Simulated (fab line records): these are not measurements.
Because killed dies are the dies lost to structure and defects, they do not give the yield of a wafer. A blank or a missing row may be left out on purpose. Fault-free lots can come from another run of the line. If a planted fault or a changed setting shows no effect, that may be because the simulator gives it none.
A struck lot beside a sound one || flow sky130 || 43 out of 708 route steps
Sound: wafers L974.2, L974.3, L974.6. Struck: wafers L989.2, L989.5 (left out: L989.3, a lot-mate that was not struck); the cause follows at the end.
Each step with rows lists, per side, the tool, then ch with its chambers, then its first start. Under that, the readings that differ: sound wafers || struck wafers || difference of the means || sigmas: that difference in standard deviations of wafers without a fault.
alike: same words and numbers on both sides, and readings whose means sit less than 2 such deviations apart. not compared: any withheld reading, any reading some wafer has no value for, any bound like >300 that may hide the same value, and any number with overlapping values for which the record gives no deviation.
Wherever a step has rows on one side only, a row that says differs or no value, or a row with sigmas, the two part there. Non-overlapping numbers with no deviation appear without sigmas and do not part them. A reading that every wafer of one side lacks parts them only if that side has two wafers or more.

first, 4 steps without rows for these wafers: SKY_VIA2_STRIP_16 (strips in O2/N2); SKY_VIA2_STRIP_17 (strips in post etch residue remover, time 1200 s); SKY_VIA2_CLEAN_18 (cleans in IPA, time 180 s); SKY_VIA2_CLEAN_19 (cleans in O3/DIW).
SKY_VIA2_SPUTTER_20: material TiN, target thk 20 nm, time 80 s.
  sound on pvd-sputter-01 at day 37 13:33; struck on pvd-sputter-02 at day 42 16:06
  alike: throttle-valve-pct
SKY_VIA2_CVD_21: deposits W, target thk 420 nm, time 126.4 s.
  sound on cvd-w-02 ch 0,1, day 37 13:37; struck on cvd-w-01 ch 0, day 42 16:10
{"reading": "heater-power-w (W)", "sound": "879 875 905", "struck": "679 699", "difference": -197, "sigmas": -2}
  alike: chamber-pressure-Torr
SKY_VIA2_RS_MEAS_22: uses a four-point probe to measure.
  sound on film-metro-02 at day 37 13:46; struck on film-metro-01 at day 42 16:19
{"reading": "VIA2_W_RS (ohm/sq)", "sound": "0.273 0.276 0.274", "struck": "0.261 0.268", "difference": -0.010, "sigmas": -2}
SKY_VIA2_THK_MEAS_23: measures by xrf.
  sound on film-metro-02 at day 37 13:52; struck on film-metro-01 at day 42 16:26
  alike: VIA2_W_THK
then, 4 steps without rows for these wafers: SKY_VIA2_CMP_24 (polishes, stops on SiO2, t overpolish 20 s, target thk 0 nm); SKY_METAL3_SPUTTER_00 (material Ti, target thk 15 nm, time 10 s); SKY_METAL3_SPUTTER_01 (material TiN, target thk 20 nm, time 16.7 s); SKY_METAL3_SPUTTER_02 (material AlCu, target thk 735 nm, time 39.1 s).
SKY_METAL3_SPUTTER_03: material Ti, target thk 5 nm, time 3.3 s.
  sound on pvd-sputter-03 at day 37 14:31; struck on pvd-sputter-04 at day 42 16:52
  alike: throttle-valve-pct
SKY_METAL3_SPUTTER_04: material TiN, target thk 70 nm, time 58.3 s.
  sound on pvd-sputter-03 at day 37 14:32; struck on pvd-sputter-04 at day 42 16:53
  alike: throttle-valve-pct
then, 1 step without rows for these wafers: SKY_CAPM_CVD_00 (deposits SiO2, target thk 15.5 nm).
SKY_CAPM_THK_MEAS_01:
  sound on film-metro-04 at day 37 14:38; struck on film-metro-01 at day 42 16:58
  alike: CAPM_CVD_00_THK
SKY_CAPM_SPUTTER_02: material TiN, target thk 200 nm, time 166.7 s.
  sound on pvd-sputter-02 at day 37 14:41; struck on pvd-sputter-01 at day 42 17:01
{"reading": "throttle-valve-pct (%)", "sound": "32.4 31.1 31.3", "struck": "29.4 29.7", "difference": -2.1, "sigmas": -2}
SKY_CAPM_RS_MEAS_03: uses a four-point probe to measure.
  sound on film-metro-01 at day 37 14:49; struck on film-metro-04 at day 42 17:08
  alike: CAPM_TIN_RS
SKY_CAPM_THK_MEAS_04: measures by xrf.
  sound on film-metro-01 at day 37 14:55; struck on film-metro-04 at day 42 17:15
  alike: CAPM_TIN_THK
then, 7 steps without rows for these wafers: SKY_CAPM_DEHYDRATE_05 (time 60 s); SKY_CAPM_HMDS_06 (prime time 60 s); SKY_CAPM_COAT_07 (resist thk 1140 nm); SKY_CAPM_SOFTBAKE_08 (time 60 s); SKY_CAPM_EXPOSE_09 (exposes mask CAPM, target cd 1000 nm); SKY_CAPM_PEB_10; SKY_CAPM_DEVELOP_11 (develop time 60 s).
SKY_CAPM_OVL_MEAS_12:
  sound on overlay-01 at day 38 19:30; struck on overlay-02 at day 43 17:48
  alike: CAPM_OVL
SKY_CAPM_METAL_ETCH_13: etches TiN in Cl2/BCl3, stops on SiO2, target depth 220 nm, time 62.9 s.
  sound on rie-metal-04 ch 0,1, day 38 19:32; struck on rie-metal-02 ch 0, day 43 17:50
  alike: drypump-motor-current-A, he-backside-leak-sccm, mfc-cl2-sccm, oes-product-au, throttle-valve-pct
  not compared: rf-hours-counter-h
then, 12 steps without rows for these wafers: SKY_CAPM_STRIP_14 (strips in O2/N2); SKY_CAPM_STRIP_15 (strips in post etch residue remover, time 1200 s); SKY_CAPM_CLEAN_16 (cleans in IPA, time 180 s); SKY_CAPM_CLEAN_17 (cleans in O3/DIW); SKY_METAL3_DEHYDRATE_05 (time 60 s); SKY_METAL3_HMDS_06 (prime time 60 s); SKY_METAL3_COAT_07 (resist thk 60 nm); SKY_METAL3_COAT_08 (resist thk 1140 nm); SKY_METAL3_SOFTBAKE_09 (time 90 s); SKY_METAL3_EXPOSE_10 (exposes mask MM3, target cd 300 nm); SKY_METAL3_PEB_11; SKY_METAL3_DEVELOP_12 (develop time 60 s).
SKY_METAL3_CD_MEAS_13: the cd target is 300 nm.
  sound on cd-sem-02 at day 40 00:34; struck on cd-sem-01 at day 44 17:43
  alike: cd-nm
SKY_METAL3_OVL_MEAS_14:
  sound on overlay-01 at day 40 00:40; struck on overlay-02 at day 44 17:49
  alike: METAL3_OVL
-- the record jumps here: 6 days lie between the struck wafers' starts before and after (it left off in module METAL3 and takes up again in module PAD_OPEN, whose first step shown is number 708 of the route) --
SKY_PAD_OPEN_PROBE_99:
  sound on prober-02 at day 47 10:28; struck on prober-01 at day 51 04:41
{"reading": "defect-limited-yield (%)", "sound": "84.3 84.1 83.5", "struck": "72.8 68.1", "difference": -13.5, "sigmas": -7}
{"reading": "killed_at_M0_to_M3", "sound": "40 36 45", "struck": "103 118", "difference": "+70", "sigmas": "+10"}
{"reading": "killed-dies", "sound": "77 78 81", "struck": "134 157", "difference": "+67", "sigmas": "+7"}
{"reading": "sort_bin_3_pad_short (%)", "sound": "1.0 0.6 0.8", "struck": "3.7 3.5", "difference": "+2.8", "sigmas": "+7"}
{"reading": "sort_bin_5_function (%)", "sound": "8.7 10.0 10.0", "struck": "17.7 18.7", "difference": "+8.6", "sigmas": "+6"}
{"reading": "sort_bin_6_memory (%)", "sound": "5.9 5.3 5.7", "struck": "5.9 9.8", "difference": "+2.2", "sigmas": "+2"}
{"reading": "sort-n-pass", "sound": "415 414 411", "struck": "358 335", "difference": -67, "sigmas": -7}
{"reading": "sort-yield-pct (%)", "sound": "84.3 84.1 83.5", "struck": "72.8 68.1", "difference": -13.5, "sigmas": -7}
{"reading": "model.etest.tester.sort-n-pass", "sound": "415 414 411", "struck": "358 335", "difference": -67, "sigmas": ""}
{"reading": "model.etest.tester.sort-yield-pct (%)", "sound": "84.35 84.15 83.54", "struck": "72.76 68.09", "difference": -13.59, "sigmas": ""}
{"reading": "model.etest.tester.sort_bin_5_pct (%)", "sound": "8.74 9.959 9.959", "struck": "17.68 18.7", "difference": "+8.64", "sigmas": ""}
{"reading": "model.etest.tester.sort_bin_3_pct (%)", "sound": "1.016 0.6098 0.813", "struck": "3.659 3.455", "difference": "+2.744", "sigmas": ""}
  alike: killed_at_M4_up, killed-at-contacts, killed-at-front-end, killed-at-other, killed-open, killed-short

== WHERE THEY PART ==
First at SKY_VIA2_CVD_21; last, within this record, at SKY_PAD_OPEN_PROBE_99.

WHY: what had been put in by the simulator
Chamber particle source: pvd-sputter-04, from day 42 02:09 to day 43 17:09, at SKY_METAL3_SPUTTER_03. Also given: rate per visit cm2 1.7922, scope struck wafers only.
